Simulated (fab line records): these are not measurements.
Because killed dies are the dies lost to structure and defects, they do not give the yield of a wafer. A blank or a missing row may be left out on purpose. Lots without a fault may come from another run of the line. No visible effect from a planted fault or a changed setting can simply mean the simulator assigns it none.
Matching of chambers | flow sky130 | cmp-01 running SKY_CONTACT_CMP_27: 4 sister chambers
The step polishes, stops on SiO2, t overpolish 15 s, target thk 0 nm. 7 wafers are shown with their chamber, then 8 later ones without.

== WAFERS PAIRED WITH THEIR CHAMBERS ==
wafer  | chamber | motorCurrentA (A) | overpolishRunS (s)
L648.2 | 1       | 11.8              | 15.004
L649.1 | 2       | 12.2              | 14.995
L649.3 | 0       | 10.1              | 15.006
L650.2 | 3       | 10.0              | 14.999
L650.3 | 2       | 12.5              | 14.990
L650.4 | 0       | 10.2              | 14.994
L653.2 | 3       | 10.6              | 15.006

== WAFERS WITHOUT THEIR CHAMBER ==
wafer  | motorCurrentA (A) | overpolishRunS (s)
L653.3 | 12.4              | 14.985
L653.6 | 11.3              | 14.995
L654.2 | 12.3              | 14.990
L654.3 | 10.1              | 14.997
L654.4 | 11.8              | 15.002
L669.1 | 10.4              | 15.021
L669.2 | 11.8              | 15.000
L669.5 | 10.6              | 15.012

== WHICH CHAMBER EACH WENT THROUGH ==
wafer  | from the rows above               | in truth
L653.3 | 2                                 | 2
L653.6 | can't be placed: 1 or 2 or 3 or 0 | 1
L654.2 | 2                                 | 2
L654.3 | can't be placed: 0 or 3           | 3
L654.4 | 1                                 | 1
L669.1 | can't be placed: 3 or 0           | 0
L669.2 | can't be placed: 1 or 2           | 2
L669.5 | can't be placed: 3 or 0           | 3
Correct placement for 3 of the 8. From these rows, 5 cannot be placed; in 5 the true chamber is one of the candidates. 0 placed wrongly.
How it was worked out, from the rows above alone: a wafer's distance from a chamber is the root of the sum, over the readings, of the square of ((its reading less the chamber's mean) divided by the reading's scatter). If the next closest chamber is less than 2 further off than the closest, the wafer can't be placed; otherwise it belongs to the closest. For every chamber, the mean is computed from those of its wafers that are shown. The scatter is the square root of a quotient: the sum, over the shown wafers, of each reading's squared deviation from its chamber's mean, divided by wafers minus chambers.
